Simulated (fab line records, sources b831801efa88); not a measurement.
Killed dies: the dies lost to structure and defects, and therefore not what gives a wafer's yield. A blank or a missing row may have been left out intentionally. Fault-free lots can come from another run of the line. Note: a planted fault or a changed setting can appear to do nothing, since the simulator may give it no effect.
A lot that was struck, set against a sound lot || flow gf180mcu || 23 steps out of a route of 602
Sound: the wafers L203.1, L203.2, L203.4. Struck: wafers L218.1, L218.2, L218.3. The cause comes at the end.
Per side, at each step with rows, come the tool, then ch with its chambers, and then its first start. Under that, the readings that differ: sound wafers || struck wafers || difference of the means || sigmas: that difference in standard deviations of wafers without a fault.
alike: readings whose means differ by less than 2 such deviations, and words and numbers that are the same on both sides. not compared: withheld readings, readings that some wafer has no value for, bounds like >300 that may hide the same value, and numbers for which the record gives no deviation and whose values overlap.
The two part at a step that has a row with sigmas, a row that says differs or no value, or rows on one side only. Numbers that have no deviation but don't overlap get no sigmas and don't part them. A reading missing from all wafers of one side parts the sides only when that side holds two or more wafers.

first, 5 steps without rows for these wafers: GF_LVPWELL_COAT_02 (resist thk 3000 nm); GF_LVPWELL_SOFTBAKE_03; GF_LVPWELL_EXPOSE_04 (exposes mask LVPWELL, target cd 600 nm); GF_LVPWELL_PEB_05; GF_LVPWELL_DEVELOP_06 (develop time 60 s).
GF_LVPWELL_OVL_MEAS_07:
  struck on overlay-01, day 7 19:08; sound on overlay-01, day 4 07:55
  alike: LVPWELL_OVL
then, 2 steps without rows for these wafers: GF_LVPWELL_IMPLANT_08; GF_LVPWELL_IMPLANT_09.
GF_LVPWELL_STRIP_10: strips in O2/N2.
  sound on plasma asher-03 ch 0,1, day 4 08:16; struck on plasma asher-03 ch 0,1, day 7 19:28
{"reading": "strip time to endpoint s (s)", "sound": "36.79 36.85 36.89", "struck": "37.08 37.03 37.07", "difference": "+0.22", "sigmas": "+2"}
  alike: drypump motor current A, heater power w, oes product au
  not compared: rf hours counter h
GF_LVPWELL_TW_MEAS_11:
  struck on film metro-02, day 7 19:34; sound on film metro-01, day 4 08:22
  alike: LVPWELL_TW
then, 2 steps without rows for these wafers: GF_MVSD_DEHYDRATE_00 (time 60 s); GF_MVSD_HMDS_01 (prime time 60 s).
GF_MVSD_COAT_02: resist thk 3000 nm.
  sound on litho track-03 ch 0, day 4 15:08; struck on litho track-01 ch 0, day 8 02:35
{"reading": "model.coat_of_MVSD_COAT_02.thk nm (nm)", "sound": "3000 2999 2997", "struck": "1683 1681 1681", "difference": -1317, "sigmas": ""}
  alike: dispense pressure kPa
then, 3 steps without rows for these wafers: GF_MVSD_SOFTBAKE_03; GF_MVSD_EXPOSE_04 (exposes mask MVSD, target cd 1000 nm); GF_MVSD_PEB_05.
GF_MVSD_DEVELOP_06: develop time 60 s.
  sound: litho track-03 ch 0; struck: litho track-01 ch 0
{"reading": "model.coat_of_MVSD_COAT_02.thk nm (nm)", "sound": "2999 2998 2996", "struck": "1682 1680 1680", "difference": -1317, "sigmas": ""}
GF_MVSD_OVL_MEAS_07:
  struck on overlay-01, day 8 11:26; sound on overlay-01, day 4 21:41
  alike: MVSD_OVL
then, 2 steps without rows for these wafers: GF_MVSD_IMPLANT_08; GF_MVSD_IMPLANT_09.
GF_MVSD_STRIP_10: strips in O2/N2.
  sound on plasma asher-02 ch 0,1, day 4 22:02; struck on plasma asher-02 ch 0,1, day 8 11:46
{"reading": "strip time to endpoint s (s)", "sound": "36.61 36.59 36.57", "struck": "21.44 21.43 21.42", "difference": -15.16, "sigmas": "-99 or more"}
  alike: drypump motor current A, heater power w, oes product au
  not compared: rf hours counter h
GF_MVSD_TW_MEAS_11:
  struck on film metro-02, day 8 11:52; sound on film metro-04, day 4 22:08
  alike: MVSD_TW
-- the record jumps here: 25 days lie between the struck wafers' starts before and after (it left off in module MVSD and takes up again in module PASSIVATION, whose first step shown is number 602 of the route) --
GF_PASSIVATION_PROBE_99:
  struck on prober-01, day 33 14:08; sound on prober-02, day 29 12:19
{"reading": "model.etest.ldnmos_10p0.r on ohm um", "sound": "3727 3739 3778", "struck": "3665 3664 3700", "difference": -72, "sigmas": ""}
{"reading": "model.etest.ldnmos_10p0.drive ua um", "sound": "524.2 526.4 524.5", "struck": "544.8 548.7 542.8", "difference": "+20.4", "sigmas": ""}

WHERE THEY PART
First at GF_LVPWELL_STRIP_10; last, within this record, at GF_MVSD_STRIP_10. Later steps at which nothing parts them and some readings are alike: GF_MVSD_TW_MEAS_11.

WHY: what had been put in by the simulator
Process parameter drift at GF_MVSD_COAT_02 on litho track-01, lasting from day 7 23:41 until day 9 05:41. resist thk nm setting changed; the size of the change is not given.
